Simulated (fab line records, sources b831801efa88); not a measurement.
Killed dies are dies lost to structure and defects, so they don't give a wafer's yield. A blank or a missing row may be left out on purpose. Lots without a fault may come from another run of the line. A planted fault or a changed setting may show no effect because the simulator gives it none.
fab line records | flow sky130 | part 1 of 2: steps 1 to 26 of 37
record lots=5 wafers=15 last_day=49
route steps=708 shown NWELL@65 PWDE@84 VT_ADJUST_HVTP@85 VT_ADJUST_LVTN@97
lots that met no fault: from a run of the same line without faults
start_h: hours from the record's first day to the start of the lot's first wafer shown | wait_h: hours since the lot's step before | " the same as in the row above | L1.1+2: a row that stands for several wafers | - no value, or no start given | * or withheld: withheld | < > ~ a bound
route shown NAME@n: a module of which the file shows steps, and the number in the route of the first | usual: mean/standard deviation of fault-free wafers | same: alike in all rows | chamber/n: place in a boat | sites: the reading at each site | _std_site: their standard deviation | _edge_site: outer sites' mean less inner sites' | radius_mm: how far each site lies from the wafer's centre | mask NAME#n: copy n | behind: the tool/chamber that last shaped the wafer | hold: why the lot was held/for how many hours/how that ended | device: the transistor (n, p or np) that didn't switch | end of line: the same wafers' tests at the end of the route | a step without rows: its recipe alone | killed: dies lost to structure and defects at the first sort, not the wafer's yield | map: a wafer's dies, x killed, . not, _ none there
set.NAME: the setting as run; set.NAME@STEP: as run at that earlier step | model.NAME: the simulator's own value behind a step, which no gauge read
lots at some steps of the route; a table a step, a row a wafer
services: from which hour (start_h, from the record's first day; less than 0 if before it) a tool's chamber was out of use, for how many hours, and why
## steps
# step SKY_NWELL_IMPLANT_12
# recipe species=P energy_kev=119.1 dose_cm2=1.3e+12 tilt_deg=withheld
# columns lot.wafer tool chamber start_h wait_h
L074.2+4+5 implanter-04 0 86.05 0.1
L081.1+2+4 implanter-04 0 131.23 0.1
L084.1+2+4 implanter-04 0 148.06 0.1
L087.1+2+4 implanter-04 0 159.86 0.1
L090.2+3+5 implanter-01 0 183.69 0.1
# step SKY_NWELL_IMPLANT_13
# recipe species=P energy_kev=50 dose_cm2=7e+11 tilt_deg=withheld
# columns lot.wafer tool chamber start_h wait_h
L074.2+4+5 implanter-04 0 86.20 0.1
L081.1+2+4 implanter-04 0 131.38 0.1
L084.1+2+4 implanter-04 0 148.21 0.1
L087.1+2+4 implanter-04 0 160.01 0.1
L090.2+3+5 implanter-01 0 183.84 0.1
# step SKY_NWELL_STRIP_14
# recipe chemistry=O2/N2 power_w=1400 pressure_mtorr=1500 platen_temp_c=withheld o2_flow_sccm=3000 n2_flow_sccm=300 overash_fraction=0.5
# usual drypump_motor_current_A=6.0/0.39 o2_flow_sccm=3001/9 oes_product_au=0.722/0.0049 strip_time_to_endpoint_s=36.92/0.09
# columns lot.wafer tool chamber start_h wait_h drypump_motor_current_A o2_flow_sccm oes_product_au rf_hours_counter_h strip_time_to_endpoint_s
L074.2 plasma_asher-02 0 86.33 0.1 5.6 3010 0.718 41 36.74
L074.4 " 1 " " 5.9 2980 0.732 - 36.74
L074.5 " 0 " " 5.6 3004 0.712 - 36.82
L081.1 plasma_asher-04 0 131.53 0.1 6.2 2999 0.726 46 36.79
L081.2 " 1 " " 6.7 2997 0.725 46 36.83
L081.4 " 0 " " 6.2 2996 0.721 - 36.83
L084.1 plasma_asher-01 1 148.36 0.1 6.2 2993 0.714 3 36.98
L084.2 " 0 " " 5.5 3006 0.720 3 36.96
L084.4 " 0 " " 5.5 3000 0.717 - 36.86
L087.1 plasma_asher-01 0 160.16 0.1 5.5 3010 0.726 4 37.05
L087.2 " 1 " " 6.1 2990 0.728 4 36.90
L087.4 " 0 " " 5.5 3001 0.719 - 36.82
L090.2 plasma_asher-01 0 183.97 0.1 5.5 2990 0.727 6 36.88
L090.3 " 1 " " 6.1 3017 0.728 - 36.84
L090.5 " 0 " " 5.5 3013 0.727 - 36.91
# step SKY_NWELL_TW_MEAS_15
# usual NWELL_TW=1826/11
# columns lot.wafer tool chamber start_h wait_h NWELL_TW
L074.2 film_metro-04 - 86.44 0.1 1834
L074.4 " - " " 1834
L074.5 " - " " 1837
L081.1 film_metro-01 - 131.63 0.1 1799
L081.2 " - " " 1814
L081.4 " - " " 1815
L084.1 film_metro-01 - 148.46 0.1 1816
L084.2 " - " " 1818
L084.4 " - " " 1830
L087.1 film_metro-01 - 160.26 0.1 1814
L087.2 " - " " 1829
L087.4 " - " " 1817
L090.2 film_metro-04 - 184.08 0.1 1835
L090.3 " - " " 1832
L090.5 " - " " 1844
# step SKY_NWELL_DEHYDRATE_16
# recipe temp_c=200 time_s=60
# usual exhaust_pa=44.9/0.83
# columns lot.wafer tool chamber start_h wait_h exhaust_pa
L074.2 litho_track-02 0 95.31 8.9 44.0
L074.4 " 0 " " 45.5
L074.5 " 0 " " 45.8
L081.1 litho_track-02 0 140.79 9.2 45.6
L081.2 " 0 " " 44.3
L081.4 " 0 " " 44.9
L084.1 litho_track-02 0 157.79 9.3 44.8
L084.2 " 0 " " 43.8
L084.4 " 0 " " 45.2
L087.1 litho_track-02 0 169.54 9.3 45.1
L087.2 " 0 " " 44.7
L087.4 " 0 " " 45.0
L090.2 litho_track-01 0 193.75 9.7 45.7
L090.3 " 0 " " 45.0
L090.5 " 0 " " 44.8
# step SKY_NWELL_HMDS_17
# recipe prime_time_s=60 prime_temp_c=120
# usual exhaust_pa=44.9/0.85 prime_temp_c=120.00/0.13
# columns lot.wafer tool chamber start_h wait_h exhaust_pa prime_temp_c
L074.2 litho_track-02 0 95.46 0.1 44.2 119.84
L074.4 " 0 " " 44.6 120.07
L074.5 " 0 " " 44.6 120.14
L081.1 litho_track-02 0 140.94 0.1 43.3 119.96
L081.2 " 0 " " 44.9 119.91
L081.4 " 0 " " 44.7 120.32
L084.1 litho_track-02 0 157.94 0.1 47.2 119.95
L084.2 " 0 " " 45.8 119.88
L084.4 " 0 " " 45.3 119.88
L087.1 litho_track-02 0 169.69 0.1 43.9 119.91
L087.2 " 0 " " 43.8 120.01
L087.4 " 0 " " 45.0 120.09
L090.2 litho_track-01 0 193.90 0.1 45.0 119.96
L090.3 " 0 " " 44.5 120.05
L090.5 " 0 " " 43.7 119.80
# step SKY_NWELL_COAT_18
# recipe spin_rpm=2000 resist_thk_nm=3000
# usual exhaust_pa=44.8/0.95
# columns lot.wafer tool chamber start_h wait_h exhaust_pa
L074.2 litho_track-02 0 95.61 0.1 44.7
L074.4 " 0 " " 44.1
L074.5 " 0 " " 44.3
L081.1 litho_track-02 0 141.09 0.1 44.3
L081.2 " 0 " " 44.0
L081.4 " 0 " " 44.3
L084.1 litho_track-02 0 158.09 0.1 43.5
L084.2 " 0 " " 43.2
L084.4 " 0 " " 44.1
L087.1 litho_track-02 0 169.84 0.1 44.6
L087.2 " 0 " " 44.7
L087.4 " 0 " " 45.1
L090.2 litho_track-01 0 194.05 0.1 44.4
L090.3 " 0 " " 46.5
L090.5 " 0 " " 46.1
# step SKY_NWELL_SOFTBAKE_19
# recipe temp_c=110 time_s=withheld
# usual exhaust_pa=45.2/0.81
# columns lot.wafer tool chamber start_h wait_h exhaust_pa
L074.2 litho_track-02 0 95.77 0.1 45.5
L074.4 " 0 " " 45.5
L074.5 " 0 " " 45.0
L081.1 litho_track-02 0 141.24 0.1 44.7
L081.2 " 0 " " 45.0
L081.4 " 0 " " 45.7
L084.1 litho_track-02 0 158.24 0.1 45.5
L084.2 " 0 " " 45.6
L084.4 " 0 " " 45.4
L087.1 litho_track-02 0 169.99 0.1 44.4
L087.2 " 0 " " 44.1
L087.4 " 0 " " 45.2
L090.2 litho_track-01 0 194.21 0.1 46.5
L090.3 " 0 " " 46.1
L090.5 " 0 " " 45.2
# step SKY_NWELL_EXPOSE_20
# recipe mask_id=NWM_COMPLEMENT na=0.6 source_shape=conventional sigma_outer=0.6 polarization=unpolarized target_cd_nm=840 dose_mj=260
# columns lot.wafer tool chamber start_h wait_h mask
L074.2+4+5 iline_stepper-02 0 - - NWM_COMPLEMENT#0
L081.1+2+4 iline_stepper-01 0 - - NWM_COMPLEMENT#0
L084.1+2+4 iline_stepper-02 0 - - NWM_COMPLEMENT#0
L087.1+2+4 iline_stepper-01 0 - - NWM_COMPLEMENT#0
L090.2+3+5 iline_stepper-02 0 - - NWM_COMPLEMENT#0
# step SKY_NWELL_PEB_21
# recipe temp_c=115 time_s=withheld
# usual exhaust_pa=45.1/0.78
# columns lot.wafer tool chamber start_h wait_h exhaust_pa
L074.2 litho_track-01 0 - - 46.0
L074.4 " 0 " " 44.4
L074.5 " 0 " " 45.7
L081.1 litho_track-04 0 - - 45.0
L081.2 " 0 " " 45.1
L081.4 " 0 " " 45.5
L084.1 litho_track-04 0 - - 44.1
L084.2 " 0 " " 44.7
L084.4 " 0 " " 45.5
L087.1 litho_track-04 0 - - 44.1
L087.2 " 0 " " 45.2
L087.4 " 0 " " 45.4
L090.2 litho_track-02 0 - - 46.6
L090.3 " 0 " " 45.3
L090.5 " 0 " " 45.8
# step SKY_NWELL_DEVELOP_22
# recipe wall_angle_deg=90 developer=TMAH develop_time_s=60 dev_temp_c=23
# usual exhaust_pa=45.1/0.86
# columns lot.wafer tool chamber start_h wait_h exhaust_pa
L074.2 litho_track-01 0 - - 45.7
L074.4 " 0 " " 45.4
L074.5 " 0 " " 44.9
L081.1 litho_track-04 0 - - 44.6
L081.2 " 0 " " 44.6
L081.4 " 0 " " 44.7
L084.1 litho_track-04 0 - - 46.5
L084.2 " 0 " " 45.8
L084.4 " 0 " " 46.1
L087.1 litho_track-04 0 - - 44.7
L087.2 " 0 " " 46.4
L087.4 " 0 " " 46.6
L090.2 litho_track-02 0 - - 46.7
L090.3 " 0 " " 45.6
L090.5 " 0 " " 45.7
# step SKY_NWELL_OVL_MEAS_23
# usual NWELL_01_OVL=-0.6/1.4
# columns lot.wafer tool chamber start_h wait_h NWELL_01_OVL[nm]
L074.2 overlay-02 - 104.63 - -0.5
L074.4 " - " " -1.3
L074.5 " - " " -0.9
L081.1 overlay-01 - 151.28 - -0.2
L081.2 " - " " -2.4
L081.4 " - " " -0.5
L084.1 overlay-01 - 168.38 - 0.9
L084.2 " - " " 1.4
L084.4 " - " " 1.6
L087.1 overlay-02 - 180.78 - -1.4
L087.2 " - " " -1.0
L087.4 " - " " -3.0
L090.2 overlay-02 - 205.30 - -3.3
L090.3 " - " " -2.0
L090.5 " - " " -0.2
# step SKY_NWELL_IMPLANT_24
# recipe species=B energy_kev=140 dose_cm2=9.292e+12 tilt_deg=withheld
# columns lot.wafer tool chamber start_h wait_h
L074.2+4+5 implanter-03 0 104.69 0.0
L081.1+2+4 implanter-04 0 151.32 0.0
L084.1+2+4 implanter-04 0 168.42 0.0
L087.1+2+4 implanter-03 0 180.82 0.0
L090.2+3+5 implanter-03 0 205.35 0.0
# step SKY_NWELL_STRIP_25
# recipe chemistry=O2/N2 power_w=1400 pressure_mtorr=1500 platen_temp_c=withheld o2_flow_sccm=3000 n2_flow_sccm=300 overash_fraction=0.5
# usual drypump_motor_current_A=6.0/0.4 o2_flow_sccm=3002/9.8 oes_product_au=0.723/0.0049 strip_time_to_endpoint_s=36.92/0.12
# columns lot.wafer tool chamber start_h wait_h drypump_motor_current_A o2_flow_sccm oes_product_au rf_hours_counter_h strip_time_to_endpoint_s
L074.2 plasma_asher-04 0 104.81 0.1 6.2 2994 0.716 43 37.03
L074.4 " 0 " " 6.2 2999 0.717 - 36.98
L074.5 " 1 " " 6.7 3003 0.730 - 37.02
L081.1 plasma_asher-04 0 151.47 0.1 6.2 2994 0.717 48 36.91
L081.2 " 1 " " 6.7 3013 0.727 48 36.93
L081.4 " 1 " " 6.7 3015 0.724 - 36.91
L084.1 plasma_asher-04 0 168.57 0.1 6.2 2991 0.723 49 36.85
L084.2 " 1 " " 6.7 3005 0.724 49 36.94
L084.4 " 1 " " 6.6 3008 0.724 - 36.79
L087.1 plasma_asher-02 0 180.97 0.1 5.6 3008 0.719 50 37.10
L087.2 " 1 " " 5.9 2992 0.718 50 37.01
L087.4 " 0 " " 5.6 3001 0.729 - 37.03
L090.2 plasma_asher-02 1 205.48 0.1 5.8 3008 0.724 53 36.97
L090.3 " 0 " " 5.6 2999 0.737 - 36.89
L090.5 " 0 " " 5.6 3000 0.733 - 36.94
# step SKY_NWELL_TW_MEAS_26
# usual NWELL_2_TW=501.2/2.6
# columns lot.wafer tool chamber start_h wait_h NWELL_2_TW
L074.2 film_metro-02 - 104.92 0.1 500.5
L074.4 " - " " 498.5
L074.5 " - " " 496.7
L081.1 film_metro-01 - 151.57 0.1 498.1
L081.2 " - " " 498.1
L081.4 " - " " 499.8
L084.1 film_metro-04 - 168.67 0.1 504.8
L084.2 " - " " 503.6
L084.4 " - " " 505.4
L087.1 film_metro-02 - 181.07 0.1 499.3
L087.2 " - " " 499.4
L087.4 " - " " 503.0
L090.2 film_metro-02 - 205.59 0.1 499.4
L090.3 " - " " 500.6
L090.5 " - " " 499.4
# step SKY_NWELL_CLEAN_27
# recipe chemistry=SC1/SC2 mix=1:4:20 temp_c=70 time_s=150 dry=n2_spin
# usual bath_heat_duty_pct=13.7/1.7
# columns lot.wafer tool chamber start_h wait_h bath_heat_duty_pct
L074.2 wet_bench-01 0 104.97 0.0 16.8
L074.4 " 0 " " 16.2
L074.5 " 0 " " 15.5
L081.1 wet_bench-04 1 151.63 0.1 13.6
L081.2 " 1 " " 14.2
L081.4 " 1 " " 13.1
L084.1 wet_bench-01 2 168.73 0.1 13.6
L084.2 " 2 " " 14.4
L084.4 " 2 " " 13.4
L087.1 wet_bench-04 2 181.13 0.1 13.4
L087.2 " 2 " " 14.7
L087.4 " 2 " " 14.5
L090.2 wet_bench-04 1 205.64 0.0 12.5
L090.3 " 1 " " 13.2
L090.5 " 1 " " 12.0
# step SKY_NWELL_RTA_28
# recipe temp_c=1050 time_s=30 idle_temp_c=650 ramp_up_c_per_s=150 ramp_down_c_per_s=90 ambient=N2
# usual lamp_power_pct=25.30/0.054 ramp_up_c_per_s=150.00/0.028 wafer_temp_C_max=1054.9/0.92
# columns lot.wafer tool chamber start_h wait_h lamp_power_pct ramp_up_c_per_s wafer_temp_C_max
L074.2 rtp_anneal-01 0 105.04 0.0 25.37 150.04 1055.3
L074.4 " 0 " " 25.38 149.99 1055.9
L074.5 " 0 " " 25.33 149.99 1053.6
L081.1 rtp_anneal-01 0 151.68 0.0 25.30 149.97 1056.3
L081.2 " 0 " " 25.38 150.02 1055.0
L081.4 " 0 " " 25.30 150.00 1055.4
L084.1 rtp_anneal-01 0 168.78 0.0 25.25 149.98 1054.4
L084.2 " 0 " " 25.33 150.00 1055.0
L084.4 " 0 " " 25.42 149.98 1054.2
L087.1 rtp_anneal-02 0 181.18 0.0 25.21 150.02 1054.2
L087.2 " 0 " " 25.27 150.04 1055.0
L087.4 " 0 " " 25.27 150.06 1055.0
L090.2 rtp_anneal-01 0 205.75 0.0 25.28 149.93 1055.2
L090.3 " 0 " " 25.24 149.99 1054.5
L090.5 " 0 " " 25.27 149.97 1054.9
# step SKY_NWELL_RS_MEAS_29
# recipe thk_meas_gauge=four-point-probe
# usual NWELL_RS=624.9/1.3
# columns lot.wafer tool chamber start_h wait_h NWELL_RS[ohm/sq]
L074.2 film_metro-04 - 105.14 0.1 624.8
L074.4 " - " " 624.3
L074.5 " - " " 625.3
L081.1 film_metro-04 - 151.78 0.1 627.8
L081.2 " - " " 623.1
L081.4 " - " " 624.9
L084.1 film_metro-02 - 168.88 0.1 625.8
L084.2 " - " " 623.8
L084.4 " - " " 625.9
L087.1 film_metro-01 - 181.38 0.2 623.5
L087.2 " - " " 623.5
L087.4 " - " " 623.4
L090.2 film_metro-04 - 205.86 0.1 624.1
L090.3 " - " " 623.6
L090.5 " - " " 624.2
# step SKY_NWELL_RS_MEAS_31
# recipe thk_meas_gauge=four-point-probe
# usual PWDE_RS=5279/20
# columns lot.wafer tool chamber start_h wait_h PWDE_RS[ohm/sq]
L074.2 film_metro-04 - 105.38 0.1 5276
L074.4 " - " " 5259
L074.5 " - " " 5267
L081.1 film_metro-04 - 152.02 0.1 5317
L081.2 " - " " 5299
L081.4 " - " " 5320
L084.1 film_metro-02 - 169.12 0.1 5271
L084.2 " - " " 5290
L084.4 " - " " 5290
L087.1 film_metro-01 - 181.62 0.1 5295
L087.2 " - " " 5283
L087.4 " - " " 5300
L090.2 film_metro-04 - 206.10 0.1 5271
L090.3 " - " " 5274
L090.5 " - " " 5263
# step SKY_VT_ADJUST_HVTP_DEHYDRATE_00
# recipe temp_c=200 time_s=60
# usual exhaust_pa=45.3/0.91
# columns lot.wafer tool chamber start_h wait_h exhaust_pa
L074.2 litho_track-02 0 114.61 9.2 46.3
L074.4 " 0 " " 44.9
L074.5 " 0 " " 46.6
L081.1 litho_track-03 0 161.34 9.3 43.7
L081.2 " 0 " " 44.8
L081.4 " 0 " " 43.4
L084.1 litho_track-01 0 179.43 10.3 44.1
L084.2 " 0 " " 45.3
L084.4 " 0 " " 44.5
L087.1 litho_track-03 0 191.39 9.7 45.7
L087.2 " 0 " " 44.2
L087.4 " 0 " " 44.8
L090.2 litho_track-01 0 216.15 10.0 46.1
L090.3 " 0 " " 46.3
L090.5 " 0 " " 44.9
# step SKY_VT_ADJUST_HVTP_HMDS_01
# recipe prime_time_s=60 prime_temp_c=120
# usual exhaust_pa=45.2/0.91 prime_temp_c=120.03/0.13
# columns lot.wafer tool chamber start_h wait_h exhaust_pa prime_temp_c
L074.2 litho_track-02 0 114.76 0.1 46.9 120.03
L074.4 " 0 " " 47.4 120.17
L074.5 " 0 " " 46.2 120.17
L081.1 litho_track-03 0 161.49 0.1 44.8 119.95
L081.2 " 0 " " 44.3 120.21
L081.4 " 0 " " 45.0 120.03
L084.1 litho_track-01 0 179.58 0.1 44.6 120.17
L084.2 " 0 " " 44.7 120.20
L084.4 " 0 " " 44.7 120.23
L087.1 litho_track-03 0 191.54 0.1 47.0 120.02
L087.2 " 0 " " 46.2 119.99
L087.4 " 0 " " 47.0 119.95
L090.2 litho_track-01 0 216.30 0.1 45.1 119.93
L090.3 " 0 " " 45.0 119.95
L090.5 " 0 " " 45.5 120.01
# step SKY_VT_ADJUST_HVTP_COAT_02
# recipe resist=NOVOLAK spin_rpm=3000 resist_thk_nm=1140
# usual exhaust_pa=44.9/0.85
# columns lot.wafer tool chamber start_h wait_h exhaust_pa
L074.2 litho_track-02 0 114.91 0.1 42.9
L074.4 " 0 " " 43.6
L074.5 " 0 " " 43.2
L081.1 litho_track-03 0 161.64 0.1 45.1
L081.2 " 0 " " 45.3
L081.4 " 0 " " 45.1
L084.1 litho_track-01 0 179.73 0.1 44.8
L084.2 " 0 " " 46.0
L084.4 " 0 " " 45.6
L087.1 litho_track-03 0 191.69 0.1 46.1
L087.2 " 0 " " 46.1
L087.4 " 0 " " 46.1
L090.2 litho_track-01 0 216.45 0.1 46.3
L090.3 " 0 " " 44.8
L090.5 " 0 " " 46.2
# step SKY_VT_ADJUST_HVTP_SOFTBAKE_03
# recipe temp_c=90 time_s=60 resist=NOVOLAK
# usual exhaust_pa=44.9/0.94
# columns lot.wafer tool chamber start_h wait_h exhaust_pa
L074.2 litho_track-02 0 115.06 0.1 45.7
L074.4 " 0 " " 46.1
L074.5 " 0 " " 45.0
L081.1 litho_track-03 0 161.79 0.1 46.4
L081.2 " 0 " " 45.0
L081.4 " 0 " " 46.5
L084.1 litho_track-01 0 179.88 0.1 45.1
L084.2 " 0 " " 47.4
L084.4 " 0 " " 45.9
L087.1 litho_track-03 0 191.84 0.1 45.4
L087.2 " 0 " " 46.0
L087.4 " 0 " " 45.4
L090.2 litho_track-01 0 216.60 0.1 45.2
L090.3 " 0 " " 45.5
L090.5 " 0 " " 44.7
# step SKY_VT_ADJUST_HVTP_EXPOSE_04
# recipe mask_id=HVTPM na=0.6 source_shape=conventional sigma_outer=0.6 polarization=unpolarized target_cd_nm=380 dose_mj=140
# columns lot.wafer tool chamber start_h wait_h mask
L074.2+4+5 iline_stepper-01 0 - - HVTPM#0
L081.1+2+4 iline_stepper-02 0 - - HVTPM#0
L084.1+2+4 iline_stepper-01 0 - - HVTPM#0
L087.1+2+4 iline_stepper-01 0 - - HVTPM#0
L090.2+3+5 iline_stepper-01 0 - - HVTPM#0
# step SKY_VT_ADJUST_HVTP_PEB_05
# recipe temp_c=withheld time_s=* resist=NOVOLAK
# usual exhaust_pa=44.9/0.94
# columns lot.wafer tool chamber start_h wait_h exhaust_pa
L074.2 litho_track-02 0 - - 45.3
L074.4 " 0 " " 45.1
L074.5 " 0 " " 44.6
L081.1 litho_track-02 0 - - 43.8
L081.2 " 0 " " 45.6
L081.4 " 0 " " 45.0
L084.1 litho_track-02 0 - - 44.5
L084.2 " 0 " " 44.0
L084.4 " 0 " " 44.4
L087.1 litho_track-03 0 - - 44.3
L087.2 " 0 " " 44.5
L087.4 " 0 " " 44.1
L090.2 litho_track-02 0 - - 44.2
L090.3 " 0 " " 43.5
L090.5 " 0 " " 45.0
# step SKY_VT_ADJUST_HVTP_DEVELOP_06
# recipe resist=NOVOLAK developer=TMAH develop_time_s=60 dev_temp_c=23
# usual exhaust_pa=45.3/0.98
# columns lot.wafer tool chamber start_h wait_h exhaust_pa
L074.2 litho_track-02 0 123.51 0.1 45.8
L074.4 " 0 " " 45.3
L074.5 " 0 " " 45.9
L081.1 litho_track-02 0 172.54 0.1 44.8
L081.2 " 0 " " 44.9
L081.4 " 0 " " 45.8
L084.1 litho_track-02 0 189.84 0.1 44.1
L084.2 " 0 " " 42.7
L084.4 " 0 " " 43.3
L087.1 litho_track-03 0 202.84 0.1 42.9
L087.2 " 0 " " 45.1
L087.4 " 0 " " 44.9
L090.2 litho_track-02 0 227.41 0.1 46.1
L090.3 " 0 " " 45.8
L090.5 " 0 " " 44.6
